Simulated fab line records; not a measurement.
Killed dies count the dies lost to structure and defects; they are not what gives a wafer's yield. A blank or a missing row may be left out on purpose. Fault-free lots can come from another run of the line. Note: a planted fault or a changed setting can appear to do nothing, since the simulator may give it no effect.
Matching of chambers -- flow sky130 -- 4 sister chambers for SKY_CONTACT_CMP_27 on cmp-02
The step polishes, stops on SiO2, t overpolish 15 s, target thk 0 nm. 4 wafers are shown with their chamber, then 8 later ones without.

WAFERS WITH THEIR CHAMBER
wafer,chamber,motor_current_A (A)
L599.5,0,11.3
L603.4,3,10.6
L603.6,1,11.1
L604.1,2,10.2

WAFERS MISSING THEIR CHAMBER
wafer,motor_current_A (A)
L604.3,11.3
L604.4,11.6
L606.1,11.4
L606.2,10.3
L606.3,11.2
L610.2,11.5
L610.4,10.5
L610.6,10.9

THE CHAMBER EACH PASSED THROUGH
wafer,from the rows above,in truth
L604.3,can't be placed: 0 or 1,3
L604.4,can't be placed: 0 or 1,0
L606.1,can't be placed: 0 or 1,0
L606.2,can't be placed: 2 or 3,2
L606.3,can't be placed: 1 or 0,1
L610.2,can't be placed: 0 or 1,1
L610.4,can't be placed: 3 or 2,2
L610.6,can't be placed: 1 or 3 or 0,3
0 of 8 placed correctly. Cannot be placed on the basis of these rows: 8; the candidates contain the true chamber in 7. Wrongly placed: 0.
How it was worked out, from the rows above alone: a wafer's distance from a chamber is the root of the sum, over the readings, of the square of ((its reading less the chamber's mean) divided by the reading's scatter). The wafer belongs to the nearest chamber; if the next one is less than 2 further off, it can't be placed. For every chamber, the mean is computed from those of its wafers that are shown. The scatter (one wafer shown for each chamber): square how far every hidden wafer sits from the nearest shown wafer, average those squares and take the square root.
